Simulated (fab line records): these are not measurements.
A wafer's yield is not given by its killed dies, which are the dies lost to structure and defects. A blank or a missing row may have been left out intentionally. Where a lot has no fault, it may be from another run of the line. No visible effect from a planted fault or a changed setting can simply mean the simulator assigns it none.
Tool commonality check + flow sky130 + Sample size 15 lots and 45 wafers

## REASON FOR OPENING
At SKY_METAL1_RS_MEAS_05 the reading METAL1_ALCU_RS is flagged on 3 of 15 lots. Fault-free wafers read 0.1322 ohm/sq, with a standard deviation of 0.0015.
Rule: a lot is flagged when every wafer of it that has a number lies more than 4 standard deviations from that mean, or none has a number. The rest of the lots are taken to be sound.

| lot  | measured     | on            | METAL1_ALCU_RS (ohm/sq), wafer by wafer | flag    |
|------|--------------|---------------|-----------------------------------------|---------|
| L954 | day 30 23:00 | film_metro-04 | 0.1323 0.1307 0.1309                    |         |
| L955 | day 32 00:58 | film_metro-01 | 0.1339 0.1319 0.1339                    |         |
| L956 | day 32 20:37 | film_metro-01 | 0.1331 0.1343 0.1331                    |         |
| L957 | day 33 04:02 | film_metro-01 | 0.1325 0.1330 0.1338                    |         |
| L959 | day 33 23:31 | film_metro-04 | 0.1317 0.1297 0.1313                    |         |
| L960 | day 34 15:23 | film_metro-04 | 0.1319 0.1325 0.1322                    |         |
| L962 | day 34 16:42 | film_metro-04 | 0.1318 0.1326 0.1322                    |         |
| L961 | day 34 21:24 | film_metro-01 | 0.1345 0.1342 0.1344                    |         |
| L964 | day 35 00:37 | film_metro-04 | 0.0878 0.0869 0.0880                    | FLAGGED |
| L965 | day 36 20:40 | film_metro-04 | 0.0886 0.0887 0.0883                    | FLAGGED |
| L968 | day 36 22:14 | film_metro-02 | 0.0881 0.0878 0.0879                    | FLAGGED |
| L973 | day 37 18:58 | film_metro-04 | 0.1310 0.1313 0.1332                    |         |
| L974 | day 38 05:31 | film_metro-02 | 0.1340 0.1359 0.1343                    |         |
| L975 | day 38 06:00 | film_metro-04 | 0.1337 0.1331 0.1335                    |         |
| L977 | day 39 03:50 | film_metro-04 | 0.1319 0.1319 0.1313                    |         |
The mean of the flagged lots' numbers is 0.0880 ohm/sq, -0.0442 ohm/sq from the usual (-29 standard deviations).

## WHICH TOOL RAN EACH LOT
The record holds 1 process step before the reading, out of a route of 708 steps. Cell contents, in order: the tool; ch with the chambers the sampled wafers went through; the start.
| lot  | flag    | SKY_METAL1_SPUTTER_02        |
|------|---------|------------------------------|
| L954 |         | pvd_sputter-01, day 30 22:55 |
| L955 |         | pvd_sputter-01, day 32 00:53 |
| L956 |         | pvd_sputter-03, day 32 20:29 |
| L957 |         | pvd_sputter-02, day 33 03:56 |
| L959 |         | pvd_sputter-02, day 33 23:25 |
| L960 |         | pvd_sputter-03, day 34 15:18 |
| L962 |         | pvd_sputter-03, day 34 16:35 |
| L961 |         | pvd_sputter-01, day 34 21:19 |
| L964 | FLAGGED | pvd_sputter-03, day 35 00:29 |
| L965 | FLAGGED | pvd_sputter-03, day 36 20:35 |
| L968 | FLAGGED | pvd_sputter-03, day 36 22:08 |
| L973 |         | pvd_sputter-01, day 37 18:52 |
| L974 |         | pvd_sputter-01, day 38 05:26 |
| L975 |         | pvd_sputter-01, day 38 05:52 |
| L977 |         | pvd_sputter-03, day 39 03:44 |
What the steps here do:
- SKY_METAL1_SPUTTER_02: material AlCu, target thk 250 nm, time 13.3 s.
- SKY_METAL1_RS_MEAS_05: measures by four-point-probe.

## FLAGGED OVER TOTAL, TOOL BY TOOL (the gauges that took the reading come last)
| step                  | tool           | lots run | flagged | share of the flagged lots | sound lots run after its first flagged lot |
|-----------------------|----------------|----------|---------|---------------------------|--------------------------------------------|
| SKY_METAL1_SPUTTER_02 | pvd_sputter-01 | 6        | 0       | none                      | -                                          |
| SKY_METAL1_SPUTTER_02 | pvd_sputter-02 | 2        | 0       | none                      | -                                          |
| SKY_METAL1_SPUTTER_02 | pvd_sputter-03 | 7        | 3       | all                       | 1 (L977)                                   |
| SKY_METAL1_RS_MEAS_05 | film_metro-01  | 4        | 0       | none                      | -                                          |
| SKY_METAL1_RS_MEAS_05 | film_metro-02  | 2        | 1       | some                      | 1 (L974)                                   |
| SKY_METAL1_RS_MEAS_05 | film_metro-04  | 9        | 2       | some                      | 3 (L973,L975,L977)                         |

## WHAT THE TABLE ALLOWS
In the table, 1 row covers all flagged lots: pvd_sputter-03 at SKY_METAL1_SPUTTER_02.
- pvd_sputter-03 at SKY_METAL1_SPUTTER_02: 3 of its 7 lots flagged. Sound lots followed the first flagged one (L977) on it, something a lasting fault affecting the whole tool could not allow.
There is no row in the table that ran each flagged lot and no sound lot after the first.

## WHAT THE SIMULATOR HAD INSERTED
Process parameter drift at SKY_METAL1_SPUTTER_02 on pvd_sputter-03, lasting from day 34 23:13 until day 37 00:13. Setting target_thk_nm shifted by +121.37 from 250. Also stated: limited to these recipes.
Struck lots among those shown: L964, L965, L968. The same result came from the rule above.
